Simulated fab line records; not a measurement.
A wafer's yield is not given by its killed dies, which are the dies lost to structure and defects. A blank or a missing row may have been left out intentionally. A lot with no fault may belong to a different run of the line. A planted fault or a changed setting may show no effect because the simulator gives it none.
Which tool did it? -- flow sky130 -- 10 lots with 30 wafers sampled at 2 steps, on a route of 708 steps

== WHAT THE GAUGES SHOWED, per wafer ==
SKY_VIA4_THK_MEAS_01.
lot,measured,on,VIA4_HDPCVD_THK (nm)
L556,day 41 17:11,film_metro-01,1739 1773 1747
L557,day 42 03:04,film_metro-01,1766 1759 1779
L558,day 42 13:37,film_metro-04,1740 1742 1756
L559,day 42 15:34,film_metro-01,1779 1754 1747
L560,day 43 07:20,film_metro-03,1749 1745 1756
L567,day 45 00:35,film_metro-01,1923 1751 1743
L570,day 46 03:38,film_metro-01,1741 1736 1750
L573,day 47 01:22,film_metro-04,1748 1762 1746
L576,day 47 09:34,film_metro-03,1719 1743 1734
L577,day 47 13:32,film_metro-04,1712 1673 1732

== WHAT TOOL EACH LOT RAN ON (gives the tool, then ch and the chambers of the sampled wafers, and finally the start) ==
lot,SKY_VIA4_HDPCVD_00
L556,"hdpcvd-01 ch 0,1,2, day 41 17:01"
L557,"hdpcvd-02 ch 0,2, day 42 02:53"
L558,"hdpcvd-02 ch 0,2, day 42 13:26"
L559,"hdpcvd-02 ch 1,2, day 42 15:23"
L560,"hdpcvd-02 ch 0,1, day 43 07:09"
L567,"hdpcvd-01 ch 0,1,2, day 45 00:24"
L570,"hdpcvd-02 ch 0,1,2, day 46 03:27"
L573,"hdpcvd-02 ch 0,1,2, day 47 01:10"
L576,"hdpcvd-02 ch 0,1,2, day 47 09:24"
L577,"hdpcvd-02 ch 0,1,2, day 47 13:22"
- SKY_VIA4_HDPCVD_00: deposits SiO2, target thk 1750 nm, time 291.7 s.

== THE ANSWER, worked out from the rows above alone ==
Rule: the usual values come from the lots themselves. The widest of any qualifying gaps counts: lots, ordered by their means at a reading, are off when they make up no more than a third of the lots, leave a main group of 4 or more, and stand apart from it by 3 or more times the standard deviation of that group's means. The tables above print the reading to a certain number of digits; a main group whose means all agree to those digits is not used. Also off: a lot with no number at a reading for which 4 or more lots have one. All remaining lots with rows at the step are treated as sound.
No lot is off on any of the readings shown, so nothing can be concluded from this.

== WHAT HAD BEEN PUT IN BY THE SIMULATOR ==
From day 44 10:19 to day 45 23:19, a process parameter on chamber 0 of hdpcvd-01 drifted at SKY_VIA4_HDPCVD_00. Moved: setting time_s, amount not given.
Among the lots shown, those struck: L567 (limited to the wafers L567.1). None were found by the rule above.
